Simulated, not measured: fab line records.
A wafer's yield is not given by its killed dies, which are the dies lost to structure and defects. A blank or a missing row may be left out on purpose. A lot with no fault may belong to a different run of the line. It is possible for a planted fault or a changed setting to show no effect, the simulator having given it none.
A lot that was struck, set against a sound lot || flow gf180mcu || 23 out of 602 route steps
Sound: the wafers L878.4, L878.5, L878.6. Struck: wafer L885.4 (L885.1, L885.2, from the same lot, were not struck and are left out); the cause is given at the end.
Each step with rows lists, per side, the tool, then ch with its chambers, then its first start. Under that, the readings that differ: sound wafers || struck wafers || difference of the means || sigmas: that difference in standard deviations of wafers without a fault.
alike: words and numbers the same on both sides, and readings whose means are apart by under 2 such deviations; not compared: readings that were withheld, readings missing a value for some wafer, numbers with overlapping values and no deviation given by the record, and bounds like >300 which may hide the same value.
Wherever a step has rows on one side only, a row that says differs or no value, or a row with sigmas, the two part there. Numbers that have no deviation but don't overlap get no sigmas and don't part them. Lack of a reading on every wafer of one side parts them only where that side has two or more wafers.

GF_M1_STRIP_17: strips in O2/N2.
  sound on plasma_asher-02 ch 0,1, day 17 21:17; struck on plasma_asher-04 ch 1, day 20 13:21
{"reading": "drypump_motor_current_A (A)", "sound": "6.3 6.4 5.7", "struck": 5.2, "difference": -0.9, "sigmas": -3}
  alike: heater_power_w, oes_product_au, strip_time_to_endpoint_s
  not compared: rf_hours_counter_h
then, 3 steps without rows for these wafers: GF_M1_STRIP_18 (strips in post etch residue remover, time 1200 s); GF_M1_CLEAN_19 (cleans in DIW); GF_V1_CVD_00 (deposits SiO2, target thk 600 nm, time 100 s).
GF_V1_THK_MEAS_01:
  struck on film_metro-01, day 20 13:57; sound on film_metro-03, day 17 21:53
  alike: V1_CVD_00_THK
GF_V1_CVD_02: deposits SiO2 from TEOS, target thk 850 nm, time 94.851 s.
  sound on pecvd-01 ch 0,1,2, day 17 21:58; struck on pecvd-03 ch 0, day 20 14:01
  alike: heater_power_w
GF_V1_THK_MEAS_03:
  struck on film_metro-03, day 20 14:05; sound on film_metro-02, day 17 22:01
  alike: V1_CVD_02_THK
GF_V1_CMP_04: polishes SiO2.
  sound on cmp-02 ch 0,1, day 17 22:06; struck on cmp-02 ch 3, day 20 14:08
  alike: motor_current_A, time_to_endpoint_s
GF_V1_BOW_MEAS_05:
  struck on film_metro-01, day 20 14:26; sound on film_metro-01, day 17 22:25
  alike: V1_BOW
then, 3 steps without rows for these wafers: GF_V1_DEHYDRATE_06 (time 60 s); GF_V1_HMDS_07 (prime time 60 s); GF_V1_COAT_08.
GF_V1_COAT_09: resist thk 1000 nm.
  sound on litho_track-04 ch 0, day 18 10:00; struck on litho_track-01 ch 0, day 21 02:00
{"reading": "model.KrF_of_V1_COAT_09.thk_nm (nm)", "sound": "998.8 1001 1001", "struck": 1083, "difference": "+83", "sigmas": ""}
then, 3 steps without rows for these wafers: GF_V1_SOFTBAKE_10 (time 60 s); GF_V1_EXPOSE_11 (exposes mask Via1, target cd 260 nm); GF_V1_PEB_12 (peb time 90 s).
GF_V1_DEVELOP_13: develop time 60 s.
  sound on litho_track-03 ch 0, day 18 21:56; struck on litho_track-03 ch 0, day 21 14:40
{"reading": "model.KrF_of_V1_COAT_09.thk_nm (nm)", "sound": "983.8 986.2 986.5", "struck": 1068, "difference": "+82", "sigmas": ""}
GF_V1_CD_MEAS_14: the cd target is 260 nm.
  struck on cd_sem-02, day 21 14:49; sound on cd_sem-02, day 18 22:04
{"reading": "cd_nm (nm)", "sound": "262.5 263.1 260.5", "struck": 257.5, "difference": -4.5, "sigmas": -4}
GF_V1_OVL_MEAS_15:
  struck on overlay-02, day 21 14:57; sound on overlay-01, day 18 22:09
  alike: V1_OVL
GF_V1_ETCH_16: etches BARC in N2/H2.
  sound on rie_diel-01 ch 0,1,2, day 18 22:10; struck on rie_diel-01 ch 1, day 21 14:59
{"reading": "model.V1.cd_nm (nm)", "sound": "263.1 262.9 261", "struck": 257.7, "difference": -4.6, "sigmas": ""}
  alike: drypump_motor_current_A, oes_product_au, throttle_valve_pct
GF_V1_ETCH_17: etches SiO2 in C4F8/O2/Ar, stops on TiN, target depth 630 nm.
  sound on rie_diel-01 ch 0,1,2; struck on rie_diel-01 ch 1
{"reading": "model.V1.cd_nm (nm)", "sound": "262.8 262.9 260.5", "struck": 257.6, "difference": -4.5, "sigmas": ""}
  alike: oes_product_au
GF_V1_STRIP_18: strips in O2/N2.
  sound on plasma_asher-04 ch 0,1, day 18 22:20; struck on plasma_asher-03 ch 0, day 21 15:07
{"reading": "heater_power_w (W)", "sound": "392 396 366", "struck": 336, "difference": -49, "sigmas": -2}
{"reading": "oes_product_au (a.u.)", "sound": "0.593 0.593 0.590", "struck": 0.625, "difference": "+0.033", "sigmas": "+7"}
  alike: drypump_motor_current_A
  not compared: rf_hours_counter_h
then, 1 step without rows for these wafers: GF_V1_STRIP_19 (strips in post etch residue remover, time 1200 s).

== WHERE THEY PART ==
Last at GF_V1_STRIP_18 as far as this record goes, first at GF_M1_STRIP_17.

WHY: what the simulator had put in
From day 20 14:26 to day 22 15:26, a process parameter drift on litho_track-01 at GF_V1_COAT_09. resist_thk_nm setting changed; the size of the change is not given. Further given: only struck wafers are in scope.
